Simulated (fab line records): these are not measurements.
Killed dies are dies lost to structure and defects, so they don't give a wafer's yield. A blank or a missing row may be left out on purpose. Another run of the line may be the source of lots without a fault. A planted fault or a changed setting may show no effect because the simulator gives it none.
The tool behind it: which one? + flow sfqLine + 14 lots (42 wafers sampled), 1 step of a 325-step route

WHAT THE GAUGES READ, wafer by wafer
No reading from a measuring or inspecting step in the record can be judged against a usual standard deviation.

WHAT TOOL EACH LOT RAN ON (gives the tool, then ch and the chambers of the sampled wafers, and finally the start)
| lot  | SFQ_TRILAYER_M6_LITHO_DEVELOP_161 |
|------|-----------------------------------|
| L373 | lithoTrack-02 ch 0, day 77 13:25  |
| L375 | lithoTrack-02 ch 0, day 77 18:13  |
| L376 | lithoTrack-02 ch 0, day 77 19:26  |
| L378 | lithoTrack-03 ch 0, day 78 02:37  |
| L379 | lithoTrack-03 ch 0, day 78 05:01  |
| L380 | lithoTrack-03 ch 0, day 78 18:13  |
| L381 | lithoTrack-03 ch 0, day 79 00:13  |
| L384 | lithoTrack-02, day 80 05:16       |
| L385 | lithoTrack-02, day 80 07:37       |
| L389 | lithoTrack-02 ch 0, day 82 03:49  |
| L392 | lithoTrack-03 ch 0, day 82 22:57  |
| L393 | lithoTrack-02 ch 0, day 84 20:18  |
| L394 | lithoTrack-02 ch 0, day 86 06:10  |
| L395 | lithoTrack-04 ch 0, day 86 07:17  |
- SFQ_TRILAYER_M6_LITHO_DEVELOP_161: time 60 s.

WHAT THE TOOLS THEMSELVES READ (means of the sampled wafers that have a number; where no wafer has one, the mark that the record gives instead)
SFQ_TRILAYER_M6_LITHO_DEVELOP_161. Usual: chillPlateTempC 22.98 C, standard deviation 0.1; exhaustPa 45.1 Pa, standard deviation 1.1; resistLineTempC 23.01 C, standard deviation 0.09.
| lot  | tool          | chillPlateTempC (C) | exhaustPa (Pa) | resistLineTempC (C) | flag |
|------|---------------|---------------------|----------------|---------------------|------|
| L373 | lithoTrack-02 | 22.95               | 45.9           | 23.04               |      |
| L375 | lithoTrack-02 | 23.00               | 43.9           | 23.01               |      |
| L376 | lithoTrack-02 | 22.94               | 44.2           | 23.06               |      |
| L378 | lithoTrack-03 | 22.95               | 46.0           | 22.95               |      |
| L379 | lithoTrack-03 | 23.07               | 45.1           | 23.03               |      |
| L380 | lithoTrack-03 | 23.00               | 43.7           | 22.92               |      |
| L381 | lithoTrack-03 | 22.89               | 45.1           | 22.90               |      |
| L384 | lithoTrack-02 | -                   | -              | -                   | OFF  |
| L385 | lithoTrack-02 | -                   | -              | -                   | OFF  |
| L389 | lithoTrack-02 | 22.86               | 46.8           | 23.04               |      |
| L392 | lithoTrack-03 | 23.08               | 45.1           | 23.15               |      |
| L393 | lithoTrack-02 | 23.09               | 45.9           | 22.96               |      |
| L394 | lithoTrack-02 | 22.92               | 46.7           | 23.04               |      |
| L395 | lithoTrack-04 | 22.93               | 44.4           | 23.06               |      |

THE ANSWER, worked out from the rows above alone
Rule: take the mean of a lot's wafers that have a number; if it is more than 3 standard deviations from the usual mean, the lot is off. A lot without any number at a reading at which 4 lots or more have one is off too. Any other lot the step has rows for is counted as sound. After the gauges, taken in route order, come the tools' own readings; for these a lot's mean is taken, as printed above. At the first step where some lot is off, the reading lying furthest off is the one used; lots without a number count as furthest.
Off, at SFQ_TRILAYER_M6_LITHO_DEVELOP_161 on chillPlateTempC: L384, L385. Without a number there: L384, L385.
If a tool, at that step or one of the process steps before it, ran each lot that is off and ran no sound lot following the first of them, it fits. None of those tried fits.

WHAT THE SIMULATOR HAD INSERTED
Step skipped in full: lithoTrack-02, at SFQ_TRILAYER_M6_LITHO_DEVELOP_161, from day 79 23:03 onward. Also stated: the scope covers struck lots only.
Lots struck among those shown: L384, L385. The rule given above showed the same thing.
